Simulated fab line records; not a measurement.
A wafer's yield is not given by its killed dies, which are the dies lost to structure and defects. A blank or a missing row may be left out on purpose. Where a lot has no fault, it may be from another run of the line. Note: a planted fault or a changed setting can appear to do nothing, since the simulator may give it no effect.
One fault seen from 2 desks || flow sky130 || each desk holds nothing but its own numbers, with what lay behind them at the end

== AT THE METROLOGY DESK ==
Means of the sampled wafers that have a number, per lot and without regard to the tool the lot ran on: this is what the gauges read. Any lot whose mean is over 4 standard deviations away from the usual mean is out of limits and marked OUT; that distance is given in the brackets.
Columns: A = VIA1_W_THK at SKY_VIA1_THK_MEAS_23, usual 272 nm; B = METAL2_ALCU_THK at SKY_METAL2_THK_MEAS_06, usual 251.9 nm; C = VIA2_HDPCVD_THK at SKY_VIA2_THK_MEAS_01, usual 1182 nm
{"lot": "L959", "first seen here": "day 33 19:10", "A": 276, "B": 250.4, "C": 1182}
{"lot": "L961", "first seen here": "day 34 17:58", "A": 273, "B": 254.2, "C": 1183}
{"lot": "L965", "first seen here": "day 36 04:15", "A": 271, "B": 252.7, "C": 1180}
{"lot": "L966", "first seen here": "day 36 13:19", "A": 272, "B": 249.4, "C": 1190}
{"lot": "L967", "first seen here": "day 36 15:38", "A": 268, "B": 249.8, "C": 1171}
{"lot": "L973", "first seen here": "day 38 06:39", "A": 273, "B": 254.1, "C": 1181}
{"lot": "L975", "first seen here": "day 38 23:38", "A": 278, "B": 254.8, "C": 1176}
{"lot": "L976", "first seen here": "day 39 01:49", "A": 267, "B": 246.9, "C": 1195}
{"lot": "L978", "first seen here": "day 39 18:15", "A": 272, "B": 253.5, "C": 1175}
{"lot": "L979", "first seen here": "day 40 02:17", "A": 265, "B": 251.3, "C": 1192}
{"lot": "L980", "first seen here": "day 40 07:20", "A": 276, "B": 248.7, "C": 1199}
{"lot": "L982", "first seen here": "day 40 16:34", "A": 282, "B": 254.0, "C": 1191}
This desk's verdict: no lot among the 12 shows anything out of limits.

== FOR THE TOOL OWNER'S DESK: rieMetal-04 ==
The tool's own readings at SKY_METAL2_ETCH_18 (etches BARC in N2/H2, stops on SiO2, time 45.9 s, target depth 60 nm): means of the sampled wafers that have a number, for each lot that ran on this tool. Any lot whose mean is over 4 standard deviations away from the usual mean is out of limits and marked OUT; that distance is given in the brackets.
Columns: A = drypumpMotorCurrentA at SKY_METAL2_ETCH_18, usual 5.7 A; B = n2FlowSccm at SKY_METAL2_ETCH_18, usual 100.00 sccm; C = oesProductAu at SKY_METAL2_ETCH_18, usual 0.854 a.u.; D = throttleValvePct at SKY_METAL2_ETCH_18, usual 13.225 %
{"lot": "L959", "first seen here": "day 34 22:12", "A": 5.3, "B": 100.07, "C": 0.853, "D": 13.224}
{"lot": "L961", "first seen here": "day 35 20:46", "A": 5.5, "B": 99.91, "C": 0.854, "D": 13.214}
{"lot": "L965", "first seen here": "day 37 07:30", "A": 5.3, "B": 100.24, "C": "0.818 (-8.1) OUT", "D": 13.224}
{"lot": "L966", "first seen here": "day 37 15:54", "A": 5.5, "B": 100.09, "C": "0.769 (-19) OUT", "D": 13.228}
{"lot": "L975", "first seen here": "day 40 01:19", "A": 5.3, "B": 100.34, "C": 0.852, "D": 13.226}
{"lot": "L976", "first seen here": "day 40 02:48", "A": 5.3, "B": 100.35, "C": 0.852, "D": 13.231}
{"lot": "L982", "first seen here": "day 41 17:57", "A": 5.3, "B": 99.97, "C": 0.857, "D": 13.224}
Finding of this desk: L965, L966 out of limits; the first was L965 at day 37 07:30, on oesProductAu at SKY_METAL2_ETCH_18. In limits: L959, L961, L975, L976, L982.

== BROUGHT TOGETHER ==
The tool owner's desk had the chance to raise an alarm at day 37 07:30 on L965, L966.
From the metrology desk's view, nothing was out of limits.
The metrology desk has L965, L966 on record, within its limits.
The lots listed all ran SKY_METAL2_ETCH_18 on rieMetal-04.

== WHAT THE SIMULATOR HAD PUT IN ==
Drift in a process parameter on rieMetal-04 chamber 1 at SKY_METAL2_ETCH_18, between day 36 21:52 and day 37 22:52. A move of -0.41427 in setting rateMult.
Lots struck among those shown: L965, L966.
Each desk's first reading out of limits, in hours after the fault started: the tool owner's desk, 10.
